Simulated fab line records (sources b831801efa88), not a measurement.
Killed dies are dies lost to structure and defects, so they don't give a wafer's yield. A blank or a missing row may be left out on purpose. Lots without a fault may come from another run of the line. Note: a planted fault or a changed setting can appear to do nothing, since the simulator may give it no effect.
Chamber matching + flow gf180mcu + cmp-02 running GF_STI_CMP_25: 4 sister chambers
The step polishes, stops on Si3N4, t overpolish 33 s, target thk 524.6 nm. 8 wafers are shown with their chamber, then 7 later ones without.

## WAFERS WITH THEIR CHAMBER
| wafer  | chamber | motor_current_A (A) | time_to_endpoint_s (s) |
|--------|---------|---------------------|------------------------|
| L227.6 | 1       | 13.1                | 130                    |
| L228.2 | 0       | 11.8                | 119                    |
| L228.6 | 1       | 13.0                | 131                    |
| L231.1 | 2       | 12.9                | 122                    |
| L231.2 | 3       | 11.6                | 118                    |
| L231.5 | 0       | 11.5                | 120                    |
| L238.3 | 2       | 12.7                | 127                    |
| L238.5 | 3       | 11.2                | 127                    |

## WAFERS WITH NO CHAMBER GIVEN
| wafer  | motor_current_A (A) | time_to_endpoint_s (s) |
|--------|---------------------|------------------------|
| L241.4 | 12.0                | 118                    |
| L243.3 | 11.6                | 128                    |
| L243.4 | 13.5                | 121                    |
| L243.6 | 13.4                | 123                    |
| L247.2 | 12.8                | 126                    |
| L247.3 | 11.6                | 122                    |
| L247.6 | 12.5                | 123                    |

## WHICH CHAMBER EACH WENT THROUGH
| wafer  | from the rows above     | in truth |
|--------|-------------------------|----------|
| L241.4 | can't be placed: 0 or 3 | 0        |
| L243.3 | can't be placed: 3 or 0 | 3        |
| L243.4 | can't be placed: 1 or 2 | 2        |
| L243.6 | can't be placed: 1 or 2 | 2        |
| L247.2 | can't be placed: 2 or 1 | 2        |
| L247.3 | can't be placed: 0 or 3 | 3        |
| L247.6 | can't be placed: 2 or 1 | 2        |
Placed correctly: 0 of 7. Cannot be placed on the basis of these rows: 7; the candidates contain the true chamber in 7. 0 placed wrongly.
How it was worked out, from the rows above alone: a wafer's distance from a chamber is the root of the sum, over the readings, of the square of ((its reading less the chamber's mean) divided by the reading's scatter). The wafer belongs to the nearest chamber; if the next one is less than 2 further off, it can't be placed. For every chamber, the mean is computed from those of its wafers that are shown. The scatter: the root of (the sum of the squares of (reading less its chamber's mean) over the shown wafers, divided by (wafers less chambers)).
